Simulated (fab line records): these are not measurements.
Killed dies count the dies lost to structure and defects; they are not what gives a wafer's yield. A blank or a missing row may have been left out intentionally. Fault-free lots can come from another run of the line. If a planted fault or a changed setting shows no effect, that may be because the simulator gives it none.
A sampling plan put to the test || flow gf180mcu || one fab line, 54 faults that these records tell of, each judged on the records of the lots that it struck; 1 more is left out, because the records don't allow judging it
What counts as the plan is the set of the line's own looks, namely the steps on the route at which a gauge or an inspection reads a wafer and does not change it. A look is open to judgement when struck wafers have a number at it and the file gives its usual mean and standard deviation on fault-free wafers. Caught: the struck wafers' mean, at a look after the fault's first step, is 4 or more of those standard deviations (sigma) away from the usual mean. On the tool: the fault's steps, tested the same way using the tool's own readings. If the struck wafers alone have a blank record, or they carry another recipe, that too counts as caught.

THE FAULTS, as the simulator had put them in
1. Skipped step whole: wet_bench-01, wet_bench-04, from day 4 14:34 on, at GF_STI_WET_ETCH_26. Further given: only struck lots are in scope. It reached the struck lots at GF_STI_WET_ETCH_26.
2. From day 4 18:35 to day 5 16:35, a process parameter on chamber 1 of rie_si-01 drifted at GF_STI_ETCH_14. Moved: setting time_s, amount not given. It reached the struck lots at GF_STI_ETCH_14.
3. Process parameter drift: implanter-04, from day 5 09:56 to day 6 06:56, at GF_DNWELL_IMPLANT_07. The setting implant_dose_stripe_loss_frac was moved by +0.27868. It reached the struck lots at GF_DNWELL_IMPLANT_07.
4. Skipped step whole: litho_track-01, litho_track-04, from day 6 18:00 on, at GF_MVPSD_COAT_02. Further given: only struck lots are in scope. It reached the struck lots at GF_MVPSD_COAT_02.
5. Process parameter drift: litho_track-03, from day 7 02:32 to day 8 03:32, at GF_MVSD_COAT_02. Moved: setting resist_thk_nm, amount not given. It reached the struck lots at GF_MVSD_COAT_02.
6. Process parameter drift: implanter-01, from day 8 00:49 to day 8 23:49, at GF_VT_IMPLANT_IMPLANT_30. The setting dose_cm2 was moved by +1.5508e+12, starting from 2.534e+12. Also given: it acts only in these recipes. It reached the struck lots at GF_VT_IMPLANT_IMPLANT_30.
7. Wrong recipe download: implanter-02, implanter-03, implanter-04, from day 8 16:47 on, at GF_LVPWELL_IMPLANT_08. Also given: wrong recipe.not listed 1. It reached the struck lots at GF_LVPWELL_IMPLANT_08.
8. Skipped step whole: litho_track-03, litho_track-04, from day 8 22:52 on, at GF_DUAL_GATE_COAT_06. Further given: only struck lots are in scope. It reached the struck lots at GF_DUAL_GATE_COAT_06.
9. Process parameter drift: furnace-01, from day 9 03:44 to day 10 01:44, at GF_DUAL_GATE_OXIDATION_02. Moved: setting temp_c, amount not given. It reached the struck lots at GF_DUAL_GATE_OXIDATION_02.
10. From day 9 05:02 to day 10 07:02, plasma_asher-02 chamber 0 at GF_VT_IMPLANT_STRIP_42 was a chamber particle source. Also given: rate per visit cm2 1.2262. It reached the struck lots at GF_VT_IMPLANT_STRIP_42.
11. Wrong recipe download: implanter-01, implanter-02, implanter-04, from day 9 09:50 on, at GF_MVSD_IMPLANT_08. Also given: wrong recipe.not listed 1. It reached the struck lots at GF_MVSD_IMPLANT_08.
12. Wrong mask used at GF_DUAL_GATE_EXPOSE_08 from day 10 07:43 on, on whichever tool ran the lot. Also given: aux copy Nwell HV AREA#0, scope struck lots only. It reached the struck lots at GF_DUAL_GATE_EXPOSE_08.
13. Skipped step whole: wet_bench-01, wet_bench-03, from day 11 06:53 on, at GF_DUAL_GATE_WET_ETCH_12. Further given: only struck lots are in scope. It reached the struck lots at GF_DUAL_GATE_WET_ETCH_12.
14. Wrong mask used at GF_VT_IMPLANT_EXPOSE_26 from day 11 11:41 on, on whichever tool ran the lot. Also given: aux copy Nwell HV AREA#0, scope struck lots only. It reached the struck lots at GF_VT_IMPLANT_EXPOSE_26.
15. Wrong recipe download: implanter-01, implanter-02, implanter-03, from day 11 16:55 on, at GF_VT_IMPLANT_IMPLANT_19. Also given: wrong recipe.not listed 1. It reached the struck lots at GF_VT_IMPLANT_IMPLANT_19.
16. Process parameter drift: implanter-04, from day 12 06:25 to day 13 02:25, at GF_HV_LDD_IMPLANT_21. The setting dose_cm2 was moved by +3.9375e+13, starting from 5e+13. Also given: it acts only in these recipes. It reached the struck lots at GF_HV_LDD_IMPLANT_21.
17. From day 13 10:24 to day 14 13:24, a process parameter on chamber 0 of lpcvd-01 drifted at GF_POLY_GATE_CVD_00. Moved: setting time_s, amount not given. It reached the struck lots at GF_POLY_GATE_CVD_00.
18. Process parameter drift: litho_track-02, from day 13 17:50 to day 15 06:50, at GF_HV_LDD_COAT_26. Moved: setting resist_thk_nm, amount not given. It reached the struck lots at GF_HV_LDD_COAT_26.
19. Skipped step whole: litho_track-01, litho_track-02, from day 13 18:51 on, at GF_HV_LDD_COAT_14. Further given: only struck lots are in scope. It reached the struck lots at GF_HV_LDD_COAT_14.
20. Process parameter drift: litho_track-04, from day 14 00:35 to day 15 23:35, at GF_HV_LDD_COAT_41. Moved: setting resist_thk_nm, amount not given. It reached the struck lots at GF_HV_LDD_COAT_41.
21. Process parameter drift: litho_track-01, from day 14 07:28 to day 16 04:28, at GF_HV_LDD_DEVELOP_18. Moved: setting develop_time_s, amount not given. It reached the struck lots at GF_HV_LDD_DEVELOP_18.
22. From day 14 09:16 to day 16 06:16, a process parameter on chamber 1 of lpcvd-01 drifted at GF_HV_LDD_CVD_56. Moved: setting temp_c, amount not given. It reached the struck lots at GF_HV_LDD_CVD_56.
23. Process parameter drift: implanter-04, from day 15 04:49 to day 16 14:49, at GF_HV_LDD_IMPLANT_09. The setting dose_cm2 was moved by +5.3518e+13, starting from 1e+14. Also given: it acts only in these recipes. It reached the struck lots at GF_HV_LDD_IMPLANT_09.
24. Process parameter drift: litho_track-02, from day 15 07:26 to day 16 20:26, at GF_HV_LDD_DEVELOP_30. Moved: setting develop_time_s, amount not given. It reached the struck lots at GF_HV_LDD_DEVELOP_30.
25. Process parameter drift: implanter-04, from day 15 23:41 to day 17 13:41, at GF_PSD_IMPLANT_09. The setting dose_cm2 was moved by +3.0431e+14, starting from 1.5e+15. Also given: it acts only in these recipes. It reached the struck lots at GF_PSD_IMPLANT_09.
26. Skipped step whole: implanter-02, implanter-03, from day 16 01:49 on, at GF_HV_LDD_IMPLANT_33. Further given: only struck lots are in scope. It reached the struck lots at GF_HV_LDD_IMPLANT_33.
27. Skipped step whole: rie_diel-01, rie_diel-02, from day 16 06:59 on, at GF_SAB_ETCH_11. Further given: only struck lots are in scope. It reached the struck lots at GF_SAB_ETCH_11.
28. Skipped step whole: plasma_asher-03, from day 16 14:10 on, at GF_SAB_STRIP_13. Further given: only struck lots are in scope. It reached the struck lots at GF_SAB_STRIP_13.
29. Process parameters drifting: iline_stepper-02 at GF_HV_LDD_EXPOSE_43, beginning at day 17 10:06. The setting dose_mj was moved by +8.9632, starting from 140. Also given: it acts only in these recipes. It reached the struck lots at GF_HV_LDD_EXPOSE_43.
30. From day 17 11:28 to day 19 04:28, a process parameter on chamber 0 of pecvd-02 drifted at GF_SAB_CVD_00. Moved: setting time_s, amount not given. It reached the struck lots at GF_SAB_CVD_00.
31. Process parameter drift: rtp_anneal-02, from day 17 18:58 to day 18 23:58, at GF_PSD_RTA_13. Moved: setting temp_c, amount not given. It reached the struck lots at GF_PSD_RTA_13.
32. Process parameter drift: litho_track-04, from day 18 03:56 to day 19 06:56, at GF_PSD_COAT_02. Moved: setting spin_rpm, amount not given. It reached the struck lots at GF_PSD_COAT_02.
33. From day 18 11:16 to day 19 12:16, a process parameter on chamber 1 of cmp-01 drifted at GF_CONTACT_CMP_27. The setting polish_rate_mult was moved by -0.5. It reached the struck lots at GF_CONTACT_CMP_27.
34. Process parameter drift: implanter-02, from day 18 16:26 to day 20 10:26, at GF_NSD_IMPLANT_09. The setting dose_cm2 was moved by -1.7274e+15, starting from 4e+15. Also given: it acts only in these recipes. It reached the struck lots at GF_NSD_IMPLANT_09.
35. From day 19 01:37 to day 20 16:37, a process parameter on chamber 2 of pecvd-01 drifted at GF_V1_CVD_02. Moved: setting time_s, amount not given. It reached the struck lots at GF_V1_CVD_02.
36. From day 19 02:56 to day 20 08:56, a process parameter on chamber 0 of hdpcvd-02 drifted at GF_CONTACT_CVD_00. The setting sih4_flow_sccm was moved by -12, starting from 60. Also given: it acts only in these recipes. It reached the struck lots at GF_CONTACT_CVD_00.
37. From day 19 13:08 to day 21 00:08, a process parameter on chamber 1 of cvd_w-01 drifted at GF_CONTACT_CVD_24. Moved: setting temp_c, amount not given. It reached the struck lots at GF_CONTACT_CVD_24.
38. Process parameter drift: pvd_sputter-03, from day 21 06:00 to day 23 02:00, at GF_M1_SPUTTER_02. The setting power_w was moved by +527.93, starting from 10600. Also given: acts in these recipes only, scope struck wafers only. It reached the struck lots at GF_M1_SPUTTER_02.
39. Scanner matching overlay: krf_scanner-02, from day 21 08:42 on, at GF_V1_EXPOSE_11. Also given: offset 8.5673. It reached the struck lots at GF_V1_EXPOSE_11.
40. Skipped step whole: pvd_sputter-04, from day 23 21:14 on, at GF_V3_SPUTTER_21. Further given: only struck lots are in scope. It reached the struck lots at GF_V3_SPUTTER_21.
41. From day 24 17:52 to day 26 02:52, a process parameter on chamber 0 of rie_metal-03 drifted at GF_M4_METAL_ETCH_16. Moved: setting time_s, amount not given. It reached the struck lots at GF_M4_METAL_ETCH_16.
42. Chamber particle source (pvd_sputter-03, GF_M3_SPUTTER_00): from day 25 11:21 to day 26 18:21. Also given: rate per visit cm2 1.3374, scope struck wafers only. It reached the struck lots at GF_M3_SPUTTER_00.
43. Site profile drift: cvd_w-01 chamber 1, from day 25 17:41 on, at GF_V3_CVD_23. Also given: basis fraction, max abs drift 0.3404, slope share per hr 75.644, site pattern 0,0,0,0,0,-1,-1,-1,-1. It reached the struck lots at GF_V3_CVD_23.
44. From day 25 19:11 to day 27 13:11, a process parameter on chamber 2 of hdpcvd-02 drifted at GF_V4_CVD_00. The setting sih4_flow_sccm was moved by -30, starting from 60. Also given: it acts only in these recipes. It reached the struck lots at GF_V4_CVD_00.
45. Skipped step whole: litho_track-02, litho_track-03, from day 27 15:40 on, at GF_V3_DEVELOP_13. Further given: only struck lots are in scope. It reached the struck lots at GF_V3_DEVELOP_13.
46. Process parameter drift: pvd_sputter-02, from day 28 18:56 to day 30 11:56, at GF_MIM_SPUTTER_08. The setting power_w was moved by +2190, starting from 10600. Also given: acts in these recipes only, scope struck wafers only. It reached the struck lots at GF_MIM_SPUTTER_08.
47. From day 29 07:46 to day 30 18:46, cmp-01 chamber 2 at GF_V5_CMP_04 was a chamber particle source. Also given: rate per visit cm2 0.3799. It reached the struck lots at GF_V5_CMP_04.
48. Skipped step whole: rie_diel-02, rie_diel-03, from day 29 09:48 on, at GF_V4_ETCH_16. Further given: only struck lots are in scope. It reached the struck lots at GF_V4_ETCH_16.
49. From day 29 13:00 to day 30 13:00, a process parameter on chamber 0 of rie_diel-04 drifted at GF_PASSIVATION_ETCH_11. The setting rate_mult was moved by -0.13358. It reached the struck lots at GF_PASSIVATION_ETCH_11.
50. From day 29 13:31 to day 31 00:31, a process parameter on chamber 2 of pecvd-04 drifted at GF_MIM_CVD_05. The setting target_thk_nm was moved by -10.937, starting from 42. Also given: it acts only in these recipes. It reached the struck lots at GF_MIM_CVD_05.
51. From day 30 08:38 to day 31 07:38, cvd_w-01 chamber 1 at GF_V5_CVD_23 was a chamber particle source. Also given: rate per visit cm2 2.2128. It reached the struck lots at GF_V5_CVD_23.
52. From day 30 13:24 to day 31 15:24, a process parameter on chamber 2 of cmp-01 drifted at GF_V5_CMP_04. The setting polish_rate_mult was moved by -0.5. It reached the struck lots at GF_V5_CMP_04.
53. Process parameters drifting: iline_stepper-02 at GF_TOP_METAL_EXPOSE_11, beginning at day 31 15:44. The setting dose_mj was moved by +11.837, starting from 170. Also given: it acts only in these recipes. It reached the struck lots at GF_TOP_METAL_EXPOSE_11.
54. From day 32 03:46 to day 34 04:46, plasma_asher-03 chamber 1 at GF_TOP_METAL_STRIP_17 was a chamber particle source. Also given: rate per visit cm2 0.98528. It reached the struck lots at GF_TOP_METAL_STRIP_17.

WHAT THE PLAN SAW
{"fault": 1, "on the tool itself": "no reading that can be judged", "first look that catches it": "none of the 4 looks that can be judged after it", "reading, sigma": "-", "median hours from its first step to that look": "-", "hours from the fault's start to the first struck lot there": "-", "judged looks passed uncaught": 4}
{"fault": 2, "on the tool itself": "run_length_s +21 sigma", "first look that catches it": "no look after it can be judged", "reading, sigma": "-", "median hours from its first step to that look": "-", "hours from the fault's start to the first struck lot there": "-", "judged looks passed uncaught": 0}
{"fault": 3, "on the tool itself": "under 2 sigma", "first look that catches it": "GF_DNWELL_TW_MEAS_09", "reading, sigma": "DNWELL_TW -7.6", "median hours from its first step to that look": 0.2, "hours from the fault's start to the first struck lot there": 9, "judged looks passed uncaught": 0}
{"fault": 4, "on the tool itself": "the tool's record is blank for the struck wafers", "first look that catches it": "GF_VT_IMPLANT_TW_MEAS_10", "reading, sigma": "VT_IMPLANT_TW +34", "median hours from its first step to that look": 24.3, "hours from the fault's start to the first struck lot there": 28, "judged looks passed uncaught": 0}
{"fault": 5, "on the tool itself": "under 2 sigma", "first look that catches it": "none of the 2 looks that can be judged after it", "reading, sigma": "-", "median hours from its first step to that look": "-", "hours from the fault's start to the first struck lot there": "-", "judged looks passed uncaught": 2}
{"fault": 6, "on the tool itself": "dose_ions_cm2 +99 or beyond sigma", "first look that catches it": "GF_VT_IMPLANT_TW_MEAS_32", "reading, sigma": "VT_IMPLANT_3_TW +28", "median hours from its first step to that look": 0.2, "hours from the fault's start to the first struck lot there": 2, "judged looks passed uncaught": 0}
{"fault": 7, "on the tool itself": "under 2 sigma", "first look that catches it": "GF_LVPWELL_TW_MEAS_11", "reading, sigma": "LVPWELL_TW +99 or beyond", "median hours from its first step to that look": 0.4, "hours from the fault's start to the first struck lot there": 3, "judged looks passed uncaught": 0}
{"fault": 8, "on the tool itself": "the tool's record is blank for the struck wafers", "first look that catches it": "no look after it can be judged", "reading, sigma": "-", "median hours from its first step to that look": "-", "hours from the fault's start to the first struck lot there": "-", "judged looks passed uncaught": 0}
{"fault": 9, "on the tool itself": "spike_tc_bottom_C +8.3 sigma", "first look that catches it": "GF_DUAL_GATE_THK_MEAS_03", "reading, sigma": "DUAL_GATE_OXIDATION_00_THK +4.0", "median hours from its first step to that look": 1.5, "hours from the fault's start to the first struck lot there": 9, "judged looks passed uncaught": 0}
{"fault": 10, "on the tool itself": "under 2 sigma", "first look that catches it": "no look after it can be judged", "reading, sigma": "-", "median hours from its first step to that look": "-", "hours from the fault's start to the first struck lot there": "-", "judged looks passed uncaught": 0}
{"fault": 11, "on the tool itself": "no reading that can be judged", "first look that catches it": "GF_MVSD_TW_MEAS_11", "reading, sigma": "MVSD_TW +91", "median hours from its first step to that look": 0.4, "hours from the fault's start to the first struck lot there": 3, "judged looks passed uncaught": 0}
{"fault": 12, "on the tool itself": "no reading that can be judged", "first look that catches it": "no look after it can be judged", "reading, sigma": "-", "median hours from its first step to that look": "-", "hours from the fault's start to the first struck lot there": "-", "judged looks passed uncaught": 0}
{"fault": 13, "on the tool itself": "the tool's record is blank for the struck wafers", "first look that catches it": "no look after it can be judged", "reading, sigma": "-", "median hours from its first step to that look": "-", "hours from the fault's start to the first struck lot there": "-", "judged looks passed uncaught": 0}
{"fault": 14, "on the tool itself": "no reading that can be judged", "first look that catches it": "GF_VT_IMPLANT_TW_MEAS_32", "reading, sigma": "VT_IMPLANT_3_TW -99 or beyond", "median hours from its first step to that look": 8.8, "hours from the fault's start to the first struck lot there": 13, "judged looks passed uncaught": 0}
{"fault": 15, "on the tool itself": "under 2 sigma", "first look that catches it": "GF_VT_IMPLANT_TW_MEAS_21", "reading, sigma": "VT_IMPLANT_2_TW -37", "median hours from its first step to that look": 0.2, "hours from the fault's start to the first struck lot there": 3, "judged looks passed uncaught": 0}
{"fault": 16, "on the tool itself": "dose_ions_cm2 +99 or beyond sigma", "first look that catches it": "GF_HV_LDD_TW_MEAS_23", "reading, sigma": "HV_LDD_2_TW +32", "median hours from its first step to that look": 0.2, "hours from the fault's start to the first struck lot there": 7, "judged looks passed uncaught": 0}
{"fault": 17, "on the tool itself": "under 2 sigma", "first look that catches it": "GF_POLY_GATE_THK_MEAS_01", "reading, sigma": "POLY_GATE_CVD_00_THK +35", "median hours from its first step to that look": 1.3, "hours from the fault's start to the first struck lot there": 4, "judged looks passed uncaught": 0}
{"fault": 18, "on the tool itself": "no reading that can be judged", "first look that catches it": "not the one look that can be judged after it", "reading, sigma": "-", "median hours from its first step to that look": "-", "hours from the fault's start to the first struck lot there": "-", "judged looks passed uncaught": 1}
{"fault": 19, "on the tool itself": "the tool's record is blank for the struck wafers", "first look that catches it": "GF_HV_LDD_TW_MEAS_38", "reading, sigma": "HV_LDD_3_TW +18", "median hours from its first step to that look": 32.9, "hours from the fault's start to the first struck lot there": 34, "judged looks passed uncaught": 0}
{"fault": 20, "on the tool itself": "no reading that can be judged", "first look that catches it": "none of the 3 looks that can be judged after it", "reading, sigma": "-", "median hours from its first step to that look": "-", "hours from the fault's start to the first struck lot there": "-", "judged looks passed uncaught": 3}
{"fault": 21, "on the tool itself": "under 2 sigma", "first look that catches it": "GF_HV_LDD_CD_MEAS_19", "reading, sigma": "cd_nm -35", "median hours from its first step to that look": 0.1, "hours from the fault's start to the first struck lot there": 19, "judged looks passed uncaught": 0}
{"fault": 22, "on the tool itself": "susceptor_temp_C -63 sigma", "first look that catches it": "GF_HV_LDD_THK_MEAS_57", "reading, sigma": "HV_LDD_CVD_56_THK -33", "median hours from its first step to that look": 1.4, "hours from the fault's start to the first struck lot there": 14, "judged looks passed uncaught": 0}
{"fault": 23, "on the tool itself": "dose_ions_cm2 +99 or beyond sigma", "first look that catches it": "GF_HV_LDD_TW_MEAS_11", "reading, sigma": "HV_LDD_TW +19", "median hours from its first step to that look": 0.2, "hours from the fault's start to the first struck lot there": 8, "judged looks passed uncaught": 0}
{"fault": 24, "on the tool itself": "under 2 sigma", "first look that catches it": "not the one look that can be judged after it", "reading, sigma": "strongest: cd_nm at GF_HV_LDD_CD_MEAS_31, -3.6", "median hours from its first step to that look": "-", "hours from the fault's start to the first struck lot there": "-", "judged looks passed uncaught": 1}
{"fault": 25, "on the tool itself": "dose_ions_cm2 +99 or beyond sigma", "first look that catches it": "GF_PSD_TW_MEAS_11", "reading, sigma": "PSD_TW +6.2", "median hours from its first step to that look": 0.2, "hours from the fault's start to the first struck lot there": 7, "judged looks passed uncaught": 0}
{"fault": 26, "on the tool itself": "the tool's record is blank for the struck wafers", "first look that catches it": "GF_HV_LDD_TW_MEAS_38", "reading, sigma": "HV_LDD_3_TW -13", "median hours from its first step to that look": 0.7, "hours from the fault's start to the first struck lot there": 2, "judged looks passed uncaught": 0}
{"fault": 27, "on the tool itself": "the tool's record is blank for the struck wafers", "first look that catches it": "no look after it can be judged", "reading, sigma": "-", "median hours from its first step to that look": "-", "hours from the fault's start to the first struck lot there": "-", "judged looks passed uncaught": 0}
{"fault": 28, "on the tool itself": "the tool's record is blank for the struck wafers", "first look that catches it": "no look after it can be judged", "reading, sigma": "-", "median hours from its first step to that look": "-", "hours from the fault's start to the first struck lot there": "-", "judged looks passed uncaught": 0}
{"fault": 29, "on the tool itself": "exposure_dose_mJ_cm2 +68 sigma", "first look that catches it": "GF_HV_LDD_CD_MEAS_46", "reading, sigma": "cd_nm +8.4", "median hours from its first step to that look": 11.4, "hours from the fault's start to the first struck lot there": 15, "judged looks passed uncaught": 0}
{"fault": 30, "on the tool itself": "under 2 sigma", "first look that catches it": "GF_SAB_THK_MEAS_01", "reading, sigma": "SAB_CVD_00_THK +8.4", "median hours from its first step to that look": 0.0, "hours from the fault's start to the first struck lot there": 3, "judged looks passed uncaught": 0}
{"fault": 31, "on the tool itself": "lamp_power_pct +5.8 sigma", "first look that catches it": "GF_PSD_RS_MEAS_14", "reading, sigma": "NSD_RS -33", "median hours from its first step to that look": 0.1, "hours from the fault's start to the first struck lot there": 5, "judged looks passed uncaught": 0}
{"fault": 32, "on the tool itself": "spin_speed_rpm +99 or beyond sigma", "first look that catches it": "none of the 2 looks that can be judged after it", "reading, sigma": "-", "median hours from its first step to that look": "-", "hours from the fault's start to the first struck lot there": "-", "judged looks passed uncaught": 2}
{"fault": 33, "on the tool itself": "overpolish_run_s -99 or beyond sigma", "first look that catches it": "no look after it can be judged", "reading, sigma": "-", "median hours from its first step to that look": "-", "hours from the fault's start to the first struck lot there": "-", "judged looks passed uncaught": 0}
{"fault": 34, "on the tool itself": "dose_ions_cm2 -99 or beyond sigma", "first look that catches it": "GF_PSD_RS_MEAS_14", "reading, sigma": "NSD_RS +43", "median hours from its first step to that look": 24.6, "hours from the fault's start to the first struck lot there": 37, "judged looks passed uncaught": 0}
{"fault": 35, "on the tool itself": "run_length_s +10 sigma", "first look that catches it": "GF_V1_THK_MEAS_03", "reading, sigma": "V1_CVD_02_THK +6.3", "median hours from its first step to that look": 0.1, "hours from the fault's start to the first struck lot there": 7, "judged looks passed uncaught": 0}
{"fault": 36, "on the tool itself": "sih4_flow_sccm -66 sigma", "first look that catches it": "GF_CONTACT_THK_MEAS_01", "reading, sigma": "CONTACT_CVD_00_THK -19", "median hours from its first step to that look": 0.0, "hours from the fault's start to the first struck lot there": 3, "judged looks passed uncaught": 0}
{"fault": 37, "on the tool itself": "susceptor_temp_C +29 sigma", "first look that catches it": "GF_CONTACT_RS_MEAS_25", "reading, sigma": "CONTACT_W_RS -8.8", "median hours from its first step to that look": 0.1, "hours from the fault's start to the first struck lot there": 3, "judged looks passed uncaught": 0}
{"fault": 38, "on the tool itself": "cathode_dc_power_W +99 or beyond sigma", "first look that catches it": "GF_M1_RS_MEAS_05", "reading, sigma": "M1_ALCU_RS -5.4", "median hours from its first step to that look": 0.1, "hours from the fault's start to the first struck lot there": 2, "judged looks passed uncaught": 0}
{"fault": 39, "on the tool itself": "under 2 sigma", "first look that catches it": "no look after it can be judged", "reading, sigma": "-", "median hours from its first step to that look": "-", "hours from the fault's start to the first struck lot there": "-", "judged looks passed uncaught": 0}
{"fault": 40, "on the tool itself": "the tool's record is blank for the struck wafers", "first look that catches it": "not the one look that can be judged after it", "reading, sigma": "-", "median hours from its first step to that look": "-", "hours from the fault's start to the first struck lot there": "-", "judged looks passed uncaught": 1}
{"fault": 41, "on the tool itself": "run_length_s +27 sigma", "first look that catches it": "no look after it can be judged", "reading, sigma": "-", "median hours from its first step to that look": "-", "hours from the fault's start to the first struck lot there": "-", "judged looks passed uncaught": 0}
{"fault": 42, "on the tool itself": "under 2 sigma", "first look that catches it": "no look after it can be judged", "reading, sigma": "-", "median hours from its first step to that look": "-", "hours from the fault's start to the first struck lot there": "-", "judged looks passed uncaught": 0}
{"fault": 43, "on the tool itself": "under 2 sigma", "first look that catches it": "GF_V3_RS_MEAS_24", "reading, sigma": "V3_W_RS +25", "median hours from its first step to that look": 0.1, "hours from the fault's start to the first struck lot there": 3, "judged looks passed uncaught": 0}
{"fault": 44, "on the tool itself": "sih4_flow_sccm -99 or beyond sigma", "first look that catches it": "GF_V4_THK_MEAS_01", "reading, sigma": "V4_CVD_00_THK -48", "median hours from its first step to that look": 0.1, "hours from the fault's start to the first struck lot there": 18, "judged looks passed uncaught": 0}
{"fault": 45, "on the tool itself": "no reading that can be judged", "first look that catches it": "no look after it can be judged", "reading, sigma": "-", "median hours from its first step to that look": "-", "hours from the fault's start to the first struck lot there": "-", "judged looks passed uncaught": 0}
{"fault": 46, "on the tool itself": "cathode_dc_power_W +99 or beyond sigma", "first look that catches it": "GF_MIM_RS_MEAS_10", "reading, sigma": "MIM_ALCU_RS -17", "median hours from its first step to that look": 0.1, "hours from the fault's start to the first struck lot there": 39, "judged looks passed uncaught": 0}
{"fault": 47, "on the tool itself": "under 2 sigma", "first look that catches it": "no look after it can be judged", "reading, sigma": "-", "median hours from its first step to that look": "-", "hours from the fault's start to the first struck lot there": "-", "judged looks passed uncaught": 0}
{"fault": 48, "on the tool itself": "the tool's record is blank for the struck wafers", "first look that catches it": "no look after it can be judged", "reading, sigma": "-", "median hours from its first step to that look": "-", "hours from the fault's start to the first struck lot there": "-", "judged looks passed uncaught": 0}
{"fault": 49, "on the tool itself": "oes_product_au -13 sigma", "first look that catches it": "no look after it can be judged", "reading, sigma": "-", "median hours from its first step to that look": "-", "hours from the fault's start to the first struck lot there": "-", "judged looks passed uncaught": 0}
{"fault": 50, "on the tool itself": "under 2 sigma", "first look that catches it": "GF_MIM_THK_MEAS_06", "reading, sigma": "MIM_CVD_05_THK -24", "median hours from its first step to that look": 0.0, "hours from the fault's start to the first struck lot there": 6, "judged looks passed uncaught": 0}
{"fault": 51, "on the tool itself": "under 2 sigma", "first look that catches it": "none of the 3 looks that can be judged after it", "reading, sigma": "-", "median hours from its first step to that look": "-", "hours from the fault's start to the first struck lot there": "-", "judged looks passed uncaught": 3}
{"fault": 52, "on the tool itself": "only faintly: platen_rpm -2.0 sigma", "first look that catches it": "none of the 2 looks that can be judged after it", "reading, sigma": "-", "median hours from its first step to that look": "-", "hours from the fault's start to the first struck lot there": "-", "judged looks passed uncaught": 2}
{"fault": 53, "on the tool itself": "exposure_dose_mJ_cm2 +54 sigma", "first look that catches it": "GF_TOP_METAL_CD_MEAS_14", "reading, sigma": "cd_nm -7.2", "median hours from its first step to that look": 8.5, "hours from the fault's start to the first struck lot there": 10, "judged looks passed uncaught": 0}
{"fault": 54, "on the tool itself": "under 2 sigma", "first look that catches it": "no look after it can be judged", "reading, sigma": "-", "median hours from its first step to that look": "-", "hours from the fault's start to the first struck lot there": "-", "judged looks passed uncaught": 0}
Dash: fault not caught, or number not given in these records.

Caught at a look: 29 of 54. Caught on the tool: 30 of 54. By one or the other: 40 of 54.
Caught on the tool alone: faults 2, 8, 13, 27, 28, 32, 33, 40, 41, 48, 49.
Caught at a look alone: faults 3, 7, 11, 14, 15, 17, 21, 30, 43, 50.
Caught by neither: faults 1, 5, 10, 12, 18, 20, 24, 39, 42, 45, 47, 51, 52, 54.

THINNER SAMPLING
If the look that catches a fault measured only every second or every third lot, by lot number, the first struck lot would be measured this late in the worst case:
{"fault": 3, "struck lots at that look, in order of time": "L252, L253", "every lot": "9 h", "every second lot": "12 h", "every third lot": "may miss all 2"}
{"fault": 4, "struck lots at that look, in order of time": "L291, L292, L293", "every lot": "28 h", "every second lot": "34 h", "every third lot": "42 h"}
{"fault": 6, "struck lots at that look, in order of time": "L501, L502, L504", "every lot": "2 h", "every second lot": "11 h", "every third lot": "may miss all 3"}
{"fault": 7, "struck lots at that look, in order of time": "L405, L406, L407", "every lot": "3 h", "every second lot": "8 h", "every third lot": "13 h"}
{"fault": 9, "struck lots at that look, in order of time": "L413, L414", "every lot": "9 h", "every second lot": "14 h", "every third lot": "may miss all 2"}
{"fault": 11, "struck lots at that look, in order of time": "L954, L955", "every lot": "3 h", "every second lot": "8 h", "every third lot": "may miss all 2"}
{"fault": 14, "struck lots at that look, in order of time": "L333", "every lot": "13 h", "every second lot": "may miss it", "every third lot": "may miss it"}
{"fault": 15, "struck lots at that look, in order of time": "L202, L203, L204", "every lot": "3 h", "every second lot": "8 h", "every third lot": "13 h"}
{"fault": 16, "struck lots at that look, in order of time": "L962, L963", "every lot": "7 h", "every second lot": "14 h", "every third lot": "may miss all 2"}
{"fault": 17, "struck lots at that look, in order of time": "L450", "every lot": "4 h", "every second lot": "may miss it", "every third lot": "may miss it"}
{"fault": 19, "struck lots at that look, in order of time": "L739, L740", "every lot": "34 h", "every second lot": "54 h", "every third lot": "may miss all 2"}
{"fault": 21, "struck lots at that look, in order of time": "L947, L949, L950", "every lot": "19 h", "every second lot": "36 h", "every third lot": "may miss all 3"}
{"fault": 22, "struck lots at that look, in order of time": "L359, L362", "every lot": "14 h", "every second lot": "41 h", "every third lot": "may miss all 2"}
{"fault": 23, "struck lots at that look, in order of time": "L255, L257", "every lot": "8 h", "every second lot": "may miss all 2", "every third lot": "may miss all 2"}
{"fault": 25, "struck lots at that look, in order of time": "L903, L906, L907", "every lot": "7 h", "every second lot": "33 h", "every third lot": "may miss all 3"}
{"fault": 26, "struck lots at that look, in order of time": "L660, L661", "every lot": "2 h", "every second lot": "7 h", "every third lot": "may miss all 2"}
{"fault": 29, "struck lots at that look, in order of time": "L853, L854", "every lot": "15 h", "every second lot": "23 h", "every third lot": "may miss all 2"}
{"fault": 30, "struck lots at that look, in order of time": "L933, L935", "every lot": "3 h", "every second lot": "may miss all 2", "every third lot": "may miss all 2"}
{"fault": 31, "struck lots at that look, in order of time": "L572, L573", "every lot": "5 h", "every second lot": "10 h", "every third lot": "may miss all 2"}
{"fault": 34, "struck lots at that look, in order of time": "L180, L181", "every lot": "37 h", "every second lot": "45 h", "every third lot": "may miss all 2"}
{"fault": 35, "struck lots at that look, in order of time": "L436, L439", "every lot": "7 h", "every second lot": "35 h", "every third lot": "may miss all 2"}
{"fault": 36, "struck lots at that look, in order of time": "L528, L530", "every lot": "3 h", "every second lot": "may miss all 2", "every third lot": "may miss all 2"}
{"fault": 37, "struck lots at that look, in order of time": "L566, L567, L568", "every lot": "3 h", "every second lot": "13 h", "every third lot": "18 h"}
{"fault": 38, "struck lots at that look, in order of time": "L695", "every lot": "2 h", "every second lot": "may miss it", "every third lot": "may miss it"}
{"fault": 43, "struck lots at that look, in order of time": "L300, L301", "every lot": "3 h", "every second lot": "12 h", "every third lot": "may miss all 2"}
{"fault": 44, "struck lots at that look, in order of time": "L701, L702, L703", "every lot": "18 h", "every second lot": "23 h", "every third lot": "33 h"}
{"fault": 46, "struck lots at that look, in order of time": "L112", "every lot": "39 h", "every second lot": "may miss it", "every third lot": "may miss it"}
{"fault": 50, "struck lots at that look, in order of time": "L140, L143", "every lot": "6 h", "every second lot": "28 h", "every third lot": "may miss all 2"}
{"fault": 53, "struck lots at that look, in order of time": "L618, L619, L620", "every lot": "10 h", "every second lot": "16 h", "every third lot": "29 h"}
Hours: fault start to first struck lot measured. The limit of 4 sigma was tested on all struck wafers together, so one lot alone may lie under it. Other struck lots may not be in these records.

THE LONGEST TIMED WAY FROM STEP TO LOOK
Fault 19: median gap of 32.9 hours between GF_HV_LDD_COAT_14 and GF_HV_LDD_TW_MEAS_38. No look between them can be judged.
